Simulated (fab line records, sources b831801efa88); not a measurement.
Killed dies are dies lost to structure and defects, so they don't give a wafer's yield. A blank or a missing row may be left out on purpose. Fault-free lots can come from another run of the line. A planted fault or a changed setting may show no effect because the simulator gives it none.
Which tool is to blame?    flow gf180mcu    39 wafers from 13 lots sampled at 5 of the route's 602 steps

== WHAT THE GAUGES READ, wafer by wafer ==
GF_VT_IMPLANT_OVL_MEAS_18. Usual: VT_IMPLANT_01_OVL 0.3 nm, standard deviation 1.3.
lot   measured      on          VT_IMPLANT_01_OVL (nm)  flag
L800  day 6 06:58   overlay-01  2.1 0.5 -0.1            
L801  day 6 12:48   overlay-02  -0.3 -0.2 0.3           
L802  day 6 17:36   overlay-02  1.5 0.4 -0.2            
L803  day 7 03:28   overlay-02  1.1 0.8 1.8             
L804  day 7 10:00   overlay-01  0.0 0.7 1.0             
L805  day 7 12:39   overlay-01  -0.9 -0.6 0.3           
L806  day 7 16:51   overlay-01  1.3 0.3 1.1             
L807  day 8 00:03   overlay-02  -3.7 -2.7 -3.3          
L808  day 8 08:51   overlay-02  1.6 1.5 0.1             
L813  day 10 07:51  overlay-01  0.5 -1.9 -0.6           
L815  day 10 14:22  overlay-01  -1.2 0.3 1.1            
L819  day 11 14:19  overlay-01  -0.6 -2.2 -1.9          
L820  day 11 14:57  overlay-02  1.2 0.8 0.4             

GF_VT_IMPLANT_TW_MEAS_32. Usual: VT_IMPLANT_3_TW 270.7, standard deviation 1.3.
lot   measured      on             VT_IMPLANT_3_TW    flag
L800  day 6 22:16   film metro-04  271.3 268.9 271.0  
L801  day 7 05:08   film metro-03  270.6 270.3 268.7  
L802  day 7 09:38   film metro-01  273.8 274.6 273.3  
L803  day 7 19:54   film metro-04  269.6 269.9 269.2  
L804  day 8 02:32   film metro-03  271.2 270.8 271.9  
L805  day 8 05:47   film metro-03  271.3 271.0 271.2  
L806  day 8 09:30   film metro-03  270.8 269.9 271.9  
L807  day 8 17:02   film metro-03  271.3 271.2 271.3  
L808  day 9 01:59   film metro-03  270.5 270.5 270.2  
L813  day 11 02:08  film metro-04  267.0 269.2 267.8  
L815  day 11 09:20  film metro-03  270.9 270.9 271.3  
L819  day 12 10:12  film metro-01  269.5 270.2 269.8  
L820  day 12 10:47  film metro-01  270.2 269.4 268.5  

GF_POLY_GATE_THK_MEAS_01. Usual: POLY_GATE_CVD_00_THK 199.5 nm, standard deviation 1.7.
lot   measured      on             POLY_GATE_CVD_00_THK (nm)  flag
L800  day 8 11:57   film metro-03  200.1 200.9 199.8          
L801  day 8 19:32   film metro-04  200.2 200.2 198.2          
L802  day 9 00:47   film metro-03  201.4 200.3 202.4          
L803  day 9 11:31   film metro-04  196.7 196.9 196.6          
L804  day 9 17:28   film metro-04  201.4 199.9 201.6          
L805  day 9 23:11   film metro-03  199.8 197.8 199.3          
L806  day 10 03:44  film metro-04  198.8 197.6 197.8          
L807  day 10 10:29  film metro-03  200.6 200.4 201.6          
L808  day 10 19:05  film metro-02  196.3 197.2 195.8          
L813  day 12 22:44  film metro-04  222.8 223.2 222.6          OFF
L815  day 13 04:48  film metro-04  218.4 219.9 220.0          OFF
L819  day 14 09:05  film metro-02  199.8 200.0 201.7          
L820  day 14 09:04  film metro-03  198.4 198.2 199.0          

GF_HV_LDD_CD_MEAS_19: the cd target is 400 nm. Usual: cd nm at 398.5 nm, with a standard deviation of 2.5.
lot   measured      on         cd nm (nm)         flag
L800  day 10 18:44  cd sem-01  396.7 395.6 396.7  
L801  day 11 02:03  cd sem-02  393.4 395.6 394.5  
L802  day 11 08:24  cd sem-02  399.3 401.6 398.1  
L803  day 11 18:55  cd sem-02  401.2 402.8 403.2  
L804  day 12 02:20  cd sem-01  402.2 401.6 401.7  
L805  day 12 08:14  cd sem-01  399.2 398.1 398.6  
L806  day 12 13:24  cd sem-02  401.5 402.2 401.9  
L807  day 12 20:45  cd sem-01  396.6 394.4 393.0  
L808  day 13 06:42  cd sem-02  400.6 402.5 402.1  
L813  day 15 16:54  cd sem-02  396.1 398.7 400.5  
L815  day 15 23:49  cd sem-01  395.0 397.7 398.1  
L819  day 17 05:38  cd sem-01  396.4 397.6 396.9  
L820  day 17 04:32  cd sem-01  400.0 402.3 400.2  

== WHICH TOOL RAN EACH LOT (tool, then ch and the chambers of the sampled wafers, then the start) ==
lot   GF_POLY_GATE_CVD_00
L800  lpcvd-01 ch 1, day 8 10:36
L801  lpcvd-02 ch 1, day 8 18:13
L802  lpcvd-02 ch 1, day 8 23:28
L803  lpcvd-02 ch 0, day 9 09:30
L804  lpcvd-01 ch 0, day 9 16:08
L805  lpcvd-01 ch 1, day 9 21:52
L806  lpcvd-02 ch 0, day 10 02:23
L807  lpcvd-01 ch 1, day 10 09:10
L808  lpcvd-01 ch 0, day 10 17:45
L813  lpcvd-01 ch 1, day 12 21:24
L815  lpcvd-01 ch 0, day 13 03:27
L819  lpcvd-02 ch 1, day 14 07:43
L820  lpcvd-02 ch 1, day 14 07:43
- GF_POLY_GATE_CVD_00: deposits poly-Si, target thk 200 nm, time 1200 s.

== WHAT THE TOOLS THEMSELVES READ (means of the sampled wafers that have a number; where no wafer has one, the mark that the record gives instead) ==
GF_POLY_GATE_CVD_00. Usual: zone power centre pct 8.7 %, standard deviation 0.94; zone power lower pct 9.87 %, standard deviation 0.26.
lot   tool      zone power centre pct (%)  zone power lower pct (%)  flag
L800  lpcvd-01  7.3                        9.63                      
L801  lpcvd-02  8.5                        9.96                      
L802  lpcvd-02  8.6                        9.95                      
L803  lpcvd-02  9.6                        10.31                     
L804  lpcvd-01  9.6                        9.84                      
L805  lpcvd-01  7.3                        9.59                      
L806  lpcvd-02  9.7                        10.26                     
L807  lpcvd-01  7.4                        9.56                      
L808  lpcvd-01  9.6                        9.71                      
L813  lpcvd-01  7.3                        9.55                      
L815  lpcvd-01  9.8                        9.75                      
L819  lpcvd-02  8.6                        9.92                      
L820  lpcvd-02  8.6                        9.89                      

== THE ANSWER, worked out from the rows above alone ==
Rule: take the mean of a lot's wafers that have a number; if it is more than 3 standard deviations from the usual mean, the lot is off. Also off: a lot with no number at a reading for which 4 or more lots have one. All remaining lots with rows at the step are treated as sound. First the gauges in route order, then the tools' own readings, where a lot's mean is used as printed above. The first step at which some lot is off is used, and at that step the reading that is off furthest; a lot without a number counts as furthest.
Off: L813, L815, seen at GF_POLY_GATE_THK_MEAS_01 (POLY_GATE_CVD_00_THK).
If a tool, at a process step before that reading, ran all the lots that are off and no sound lot after the first of them, it fits. Those tools and the gauges at GF_POLY_GATE_THK_MEAS_01 are tried in the same way. Can't be told from this: 2 tools fit, lpcvd-01 at GF_POLY_GATE_CVD_00, film metro-04 at GF_POLY_GATE_THK_MEAS_01.

== WHAT WAS PUT IN BY THE SIMULATOR ==
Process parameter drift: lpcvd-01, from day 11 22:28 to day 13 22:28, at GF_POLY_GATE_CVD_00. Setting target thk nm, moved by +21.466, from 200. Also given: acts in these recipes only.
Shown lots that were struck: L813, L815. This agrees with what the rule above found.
